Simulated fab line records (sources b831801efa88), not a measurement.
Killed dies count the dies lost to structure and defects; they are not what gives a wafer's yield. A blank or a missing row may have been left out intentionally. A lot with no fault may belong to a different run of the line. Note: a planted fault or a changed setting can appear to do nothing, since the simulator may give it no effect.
A single fault, viewed from 2 desks :: flow sky130 :: every desk sees just its own numbers, and what lay behind them comes last

== AT THE TOOL OWNER'S DESK: wet bench-01 ==
The tool's own readings at SKY_SONOS_ONO_WET_ETCH_16 (etches SiO2 in dHF, target depth 14 nm, time 280 s): means of the sampled wafers that have a number, for each lot that ran on this tool. Any lot whose mean is over 4 standard deviations away from the usual mean is out of limits and marked OUT; that distance is given in the brackets.
Columns: A = run length s at SKY_SONOS_ONO_WET_ETCH_16, usual 309 s
lot: L381
first seen here: day 12 15:21
A: 314

lot: L382
first seen here: day 12 21:12
A: 313

lot: L393
first seen here: day 17 10:26
A: 150 (-42) OUT

lot: L394
first seen here: day 17 10:44
A: 150 (-42) OUT

lot: L401
first seen here: day 19 17:01
A: 311

lot: L402
first seen here: day 20 01:25
A: 313

lot: L404
first seen here: day 20 15:04
A: 304
Finding of this desk: L393, L394 out of limits; the first was L393 at day 17 10:26, on run length s at SKY_SONOS_ONO_WET_ETCH_16. L381, L382, L401, L402, L404: within limits.

== AT THE METROLOGY DESK ==
Means of the sampled wafers that have a number, per lot and without regard to the tool the lot ran on: this is what the gauges read. Any lot whose mean is over 4 standard deviations away from the usual mean is out of limits and marked OUT; that distance is given in the brackets.
Columns: A = cd nm at SKY_SONOS_TUNNEL_CD_MEAS_07, usual 409.7 nm
lot: L381
first seen here: day 11 07:25
A: 413.3

lot: L382
first seen here: day 11 12:26
A: 407.6

lot: L386
first seen here: day 13 01:41
A: 411.8

lot: L394
first seen here: day 16 00:44
A: 406.2

lot: L393
first seen here: day 16 00:46
A: 409.1

lot: L395
first seen here: day 16 07:20
A: 407.9

lot: L398
first seen here: day 17 05:16
A: 407.6

lot: L399
first seen here: day 17 14:40
A: 409.4

lot: L400
first seen here: day 17 22:50
A: 411.9

lot: L401
first seen here: day 18 03:49
A: 410.7

lot: L402
first seen here: day 18 12:07
A: 411.2

lot: L404
first seen here: day 19 00:22
A: 409.2
Result from this desk: across the 12 lots, nothing is out of limits.

== BROUGHT TOGETHER ==
An alarm could have come from the tool owner's desk at day 17 10:26, on L393, L394.
The metrology desk saw nothing out of limits.
The metrology desk holds a record of L393, L394, inside its limits.
Every lot named ran SKY_SONOS_ONO_WET_ETCH_16 on wet bench-01.

== WHAT THE SIMULATOR PUT IN ==
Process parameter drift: wet bench-01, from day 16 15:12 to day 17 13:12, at SKY_SONOS_ONO_WET_ETCH_16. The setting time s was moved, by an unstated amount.
Lots struck among those shown: L393, L394.
Each desk's first reading out of limits, in hours after the fault started: the tool owner's desk, 19.
